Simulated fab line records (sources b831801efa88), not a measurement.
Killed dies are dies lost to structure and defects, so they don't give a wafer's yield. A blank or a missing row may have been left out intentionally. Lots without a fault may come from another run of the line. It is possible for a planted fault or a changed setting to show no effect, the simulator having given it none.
Matching of chambers -- flow sky130 -- 4 sister chambers for SKY_VIA3_ETCH_15 on rie-diel-01
The step etches SiO2 in C4F8/O2/Ar, stops on TiN, target depth 507 nm, time 78 s. 16 wafers are shown with their chamber, then 8 later ones without.

EACH WAFER AND ITS CHAMBER
wafer,chamber,oes-product-au (a.u.)
L077.2,1,0.942
L077.3,0,0.942
L077.6,3,0.944
L078.3,3,0.939
L078.4,0,0.944
L078.5,3,0.952
L082.4,2,0.949
L082.5,2,0.949
L082.6,1,0.950
L085.1,3,0.947
L085.2,1,0.951
L085.5,0,0.952
L091.3,2,0.934
L091.4,3,0.952
L091.5,2,0.948
L095.3,2,0.948

SIGNATURES (averages over the wafers above)
reading,chamber 0,chamber 1,chamber 2,chamber 3,scatter within a chamber
oes-product-au,0.94600,0.94767,0.94560,0.94680,0.00575
Rule: a wafer's distance from a chamber is the root of the sum, over the readings, of the square of ((its reading less the chamber's mean) divided by the reading's scatter). The wafer belongs to the nearest chamber; if the next one is less than 2 further off, it can't be placed. The scatter is the square root of a quotient: the sum, over the shown wafers, of each reading's squared deviation from its chamber's mean, divided by wafers minus chambers.

WAFERS MISSING THEIR CHAMBER
wafer,oes-product-au (a.u.)
L095.4,0.948
L095.5,0.950
L094.1,0.947
L094.3,0.944
L094.6,0.944
L096.2,0.943
L096.3,0.939
L096.4,0.940

WHICH CHAMBER EACH WENT THROUGH
wafer,from the rows above,in truth
L095.4,can't be placed: 1 or 3 or 0 or 2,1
L095.5,can't be placed: 1 or 3 or 0 or 2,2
L094.1,can't be placed: 3 or 1 or 0 or 2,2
L094.3,can't be placed: 2 or 0 or 3 or 1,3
L094.6,can't be placed: 2 or 0 or 3 or 1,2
L096.2,can't be placed: 2 or 0 or 3 or 1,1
L096.3,can't be placed: 2 or 0 or 3 or 1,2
L096.4,can't be placed: 2 or 0 or 3 or 1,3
0 of 8 placed correctly. Cannot be placed on the basis of these rows: 8; the candidates contain the true chamber in 8. Number placed wrongly: 0.
